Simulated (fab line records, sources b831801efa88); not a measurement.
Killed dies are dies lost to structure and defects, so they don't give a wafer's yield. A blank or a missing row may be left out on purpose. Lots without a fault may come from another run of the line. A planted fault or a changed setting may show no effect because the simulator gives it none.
Problem report in the 8D (eight disciplines) form, filled by code | flow gf180mcu | the parts of the form that need people (team, actions taken, sign-off) are left out

1. THE PROBLEM
oes_product_au at GF_M5_ETCH_09 reads a mean of 0.827 a.u. on 6 wafers of 2 lots; wafers without a fault read 1.002 a.u. with a standard deviation of 0.014. That is -12 standard deviations from the usual mean.
The step: etches Si3N4 in CF4/O2, target depth 52 nm, time 11.6 s.
First seen on wafer L156.1, day 31 02:26, on rie_diel-04. The record holds 18 wafers of 6 lots with a number at this step. Rule for "out", or "out of limits": more than 4 standard deviations from the usual mean. The other wafers with a number count as sound.

2. WHAT IT IS AND WHAT IT IS NOT
question                    | is                                 | is not
which readings at this step | oes_product_au, throttle_valve_pct | drypump_motor_current_A
which lots                  | L156, L159                         | L143, L150, L158, L161
which wafers of those lots  | all that have a number             | -
read on which tools         | rie_diel-04                        | rie_diel-01
when                        | from day 31 02:26                  | up to then (6 sound wafers); but 6 sound wafers of L158, L161 came after

3. SUSPECTS, AND WHAT RULES EACH OUT
Counting: a tool at a process step up to the reading stays a suspect if it ran every lot that is out and no sound lot after the first of them.
- plasma_asher-02 at GF_MIM_STRIP_20 (strips in O2/N2): ruled out as a lasting fault. Sound lots L161 ran on it after its first lot that is out, L156 (day 30 08:20).
- rie_diel-04 at GF_M5_ETCH_09 (etches Si3N4 in CF4/O2, target depth 52 nm, time 11.6 s): kept. It ran every lot that is out, first L156 (day 31 02:26), and no sound lot after that; its last sound lot up to then is L143 (day 26 18:51). Its own readings are out on those wafers: oes_product_au, throttle_valve_pct.
Left after counting: rie_diel-04 at GF_M5_ETCH_09.

4. THE CAUSE (what the simulator had put in)
Process parameter drift: rie_diel-04, from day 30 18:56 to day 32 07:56, at GF_M5_ETCH_09. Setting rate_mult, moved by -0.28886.
Counting left only this tool.

5. THE CHAIN OF EFFECTS, in route order
Each row: a reading whose mean over the struck wafers that have a number lies more than 3 standard deviations from the usual. Only readings for which the record gives a usual standard deviation are gone through. hours: the time from each lot's start at the first step in this table that gives one to its start at this step, as a median over the lots. sigmas: the change in usual standard deviations.
hours | step          | reading            | usual      | on struck wafers | change | sigmas
0     | GF_M5_ETCH_09 | oes_product_au     | 1.002 a.u. | 0.827            | -0.175 | -12
0     | GF_M5_ETCH_09 | throttle_valve_pct | 5.971 %    | 5.918            | -0.053 | -5.3
The process steps in it:
- GF_M5_ETCH_09: etches Si3N4 in CF4/O2, target depth 52 nm, time 11.6 s.

6. WHAT WOULD HAVE CAUGHT IT SOONER
In this record the first reading out of limits was taken at day 31 02:26, 8 hours after the fault began at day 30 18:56.
